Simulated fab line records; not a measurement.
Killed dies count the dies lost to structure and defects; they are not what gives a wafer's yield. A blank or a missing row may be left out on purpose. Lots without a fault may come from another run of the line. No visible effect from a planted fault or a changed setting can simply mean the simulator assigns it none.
Struck lot and sound lot, side by side || flow sky130 || 17 steps out of a route of 708
Sound: the wafers L865.1, L865.2, L865.4. Struck: wafer L871.1 (left out: L871.3, a lot-mate that was not struck); the cause follows at the end.
At each step with rows: each side's tool, then ch and its chambers, then its first start. Under that, the readings that differ: sound wafers || struck wafers || difference of the means || sigmas: that difference in standard deviations of wafers without a fault.
alike: readings with means less than 2 such deviations apart, plus words and numbers identical on both sides. not compared: withheld readings, readings lacking a value on some wafer, bounds such as >300 that could conceal the same value, and numbers that have no deviation in the record and whose values overlap.
A row with sigmas, a row that says differs or no value, or rows on one side alone: a step with any of these is where the two part. Non-overlapping numbers with no deviation appear without sigmas and do not part them. A reading that every wafer of one side lacks parts them only if that side has two wafers or more.

first, 3 steps without rows for these wafers: SKY_LI_CONTACT_EXPOSE_09 (exposes mask LICM1, target cd 170 nm); SKY_LI_CONTACT_PEB_10; SKY_LI_CONTACT_DEVELOP_11 (develop time 60 s).
SKY_LI_CONTACT_CD_MEAS_12: the cd target is 170 nm.
  sound on cdSem-02, day 29 22:17; struck on cdSem-02, day 32 02:32
  alike: cdNm
SKY_LI_CONTACT_OVL_MEAS_13:
  sound on overlay-02, day 29 22:25; struck on overlay-01, day 32 02:40
  alike: LI_CONTACT_OVL
SKY_LI_CONTACT_ETCH_14: etches BARC in N2/H2, stops on SiO2, time 45.9 s, target depth 60 nm.
  sound on rieDiel-03 ch 1,2,3, day 29 22:27; struck on rieDiel-03 ch 0, day 32 02:42
  alike: chamberPressureMTorr, drypumpMotorCurrentA, n2FlowSccm, oesProductAu, throttleValvePct
  not compared: rfHoursCounterH
SKY_LI_CONTACT_ETCH_15: etches PSG in C4F8/O2/Ar, stops on Si, target depth 600 nm.
  sound on rieDiel-03 ch 1,2,3, day 29 22:29; struck on rieDiel-03 ch 0, day 32 02:44
{"reading": "chamberPressureMTorr (mTorr)", "sound": "40.05 40.05 40.05", "struck": 39.92, "difference": -0.13, "sigmas": -4}
  alike: oesProductAu
SKY_LI_CONTACT_STRIP_16: strips in O2/N2.
  sound on plasmaAsher-03 ch 0,1, day 29 22:35; struck on plasmaAsher-03 ch 1, day 32 02:50
  alike: chamberPressureMTorr, drypumpMotorCurrentA, n2FlowSccm, oesProductAu, stripTimeToEndpointS
  not compared: rfHoursCounterH
then, 3 steps without rows for these wafers: SKY_LI_CONTACT_CLEAN_17 (cleans in NMP, time 600 s); SKY_LI_CONTACT_PRE_CLEAN_18 (time 5.6 s); SKY_LI_CONTACT_SPUTTER_19 (material Ti, target thk 20 nm, time 106.37 s).
SKY_LI_CONTACT_SPUTTER_20: material TiN, target thk 20 nm, time 80 s.
  sound on pvdSputter-01, day 29 22:58; struck on pvdSputter-03, day 32 03:12
  alike: throttleValvePct
SKY_LI_CONTACT_CVD_21: deposits W, target thk 400 nm, time 120.56 s.
  sound on cvdW-02 ch 0,1, day 29 23:02; struck on cvdW-01 ch 0, day 32 03:16
{"reading": "model.W_of_LI_CONTACT_CVD_21.thkNm (nm)", "sound": "403 396.9 403.8", "struck": 434.7, "difference": "+33.5", "sigmas": ""}
  alike: heaterPowerW
SKY_LI_CONTACT_RS_MEAS_22: measurement is done with a four-point probe.
  sound on filmMetro-03, day 29 23:09; struck on filmMetro-04, day 32 03:23
{"reading": "LI_CONTACT_W_RS (ohm/sq)", "sound": "0.2829 0.2877 0.2825", "struck": 0.2620, "difference": -0.0224, "sigmas": -8}
SKY_LI_CONTACT_THK_MEAS_23: measures by xrf.
  sound on filmMetro-03, day 29 23:16; struck on filmMetro-04, day 32 03:31
{"reading": "LI_CONTACT_W_THK (nm)", "sound": "411 399 409", "struck": 426, "difference": "+20", "sigmas": "+3"}
SKY_LI_CONTACT_CMP_24: polishes, stops on PSG, t overpolish 20 s, target thk 0 nm.
  sound on cmp-01 ch 0,1,3, day 29 23:23; struck on cmp-02 ch 1, day 32 03:34
  alike: edgeZonePressureFrac, motorCurrentA, timeToEndpointS
-- a jump in the record: the struck wafers' starts before and after are 16 days apart (it breaks off in module LI_CONTACT and resumes in module PAD_OPEN, where the first step shown is number 708 of the route) --
SKY_PAD_OPEN_PROBE_99:
  sound on prober-01, day 46 07:41; struck on prober-01, day 48 01:11
  alike: killed_at_M0_to_M3, killed_at_M4_up, killedAtContacts, killedAtFrontEnd, killedAtOther, killedDies, killedOpen, killedShort

WHERE THEY PART
Last at SKY_LI_CONTACT_THK_MEAS_23 as far as this record goes, first at SKY_LI_CONTACT_ETCH_15. Later steps at which nothing parts them and some readings are alike: SKY_LI_CONTACT_CMP_24, SKY_PAD_OPEN_PROBE_99.

WHY: the cause the simulator had injected
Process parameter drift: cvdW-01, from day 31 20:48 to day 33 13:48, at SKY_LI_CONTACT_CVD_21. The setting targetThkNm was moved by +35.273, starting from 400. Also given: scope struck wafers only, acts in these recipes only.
